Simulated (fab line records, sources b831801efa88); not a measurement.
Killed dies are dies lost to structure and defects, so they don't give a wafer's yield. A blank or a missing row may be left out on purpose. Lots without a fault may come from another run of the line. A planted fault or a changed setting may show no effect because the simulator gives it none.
One fault seen from 2 desks | flow sfq_line | each desk has only its own numbers; what lay behind them comes last

THE METROLOGY DESK
What the gauges read, lot by lot, whatever tool the lot ran on: means of the sampled wafers that have a number. A lot is out of limits, marked OUT, if its mean lies more than 4 standard deviations from the usual mean; the brackets give that distance.
Columns: A = M4_NB_RS at SFQ_M4_RS_MEAS_924, usual 0.890 ohm/sq
lot  | first seen here | A
L853 | day 31 18:01    | 0.890
L854 | day 34 09:37    | 0.884
L856 | day 34 15:41    | 0.879
L857 | day 34 22:49    | 0.882
L858 | day 38 09:52    | 0.884
L859 | day 38 13:53    | 0.907
L861 | day 38 18:01    | 0.899
L864 | day 39 00:04    | 0.885
L867 | day 39 09:02    | 1.482 (+73) OUT
L869 | day 39 15:59    | 1.485 (+73) OUT
L870 | day 39 16:37    | 0.892
L871 | day 39 18:58    | 0.900
L873 | day 40 02:08    | 0.892
L874 | day 40 04:10    | 0.890
This desk's finding: out of limits on L867, L869; first on L867, day 39 09:02 (M4_NB_RS at SFQ_M4_RS_MEAS_924). In limits: L853, L854, L856, L857, L858, L859, L861, L864, L870, L871, L873, L874.

THE TOOL OWNER'S DESK: pvd_sputter-05
The tool's own readings at SFQ_TRILAYER_M4_DEP_SPUTTER_091 (material Nb, target thk 200 nm, time 133.3 s): means of the sampled wafers that have a number, for each lot that ran on this tool. A lot is out of limits, marked OUT, if its mean lies more than 4 standard deviations from the usual mean; the brackets give that distance.
Columns: A = throttle_valve_pct at SFQ_TRILAYER_M4_DEP_SPUTTER_091, usual 30.0 %
lot  | first seen here | A
L857 | day 34 22:44    | 29.9
L858 | day 38 09:46    | 30.0
L861 | day 38 17:53    | 30.7
L867 | day 39 08:56    | 30.2
L869 | day 39 15:53    | 30.7
This desk's finding: nothing out of limits on any of the 5 lots.

PUT TOGETHER
The metrology desk could have raised an alarm at day 39 09:02, on L867, L869.
The tool owner's desk saw nothing out of limits.
The tool owner's desk has L867, L869 on record, within its limits.
Of the lots named, all ran SFQ_TRILAYER_M4_DEP_SPUTTER_091 on pvd_sputter-05.

WHAT THE SIMULATOR HAD PUT IN
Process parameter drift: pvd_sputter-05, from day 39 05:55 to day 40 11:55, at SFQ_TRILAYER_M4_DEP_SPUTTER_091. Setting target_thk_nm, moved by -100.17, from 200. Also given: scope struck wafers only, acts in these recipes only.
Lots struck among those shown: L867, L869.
Hours from the fault's start to each desk's first reading out of limits: the metrology desk, 3.
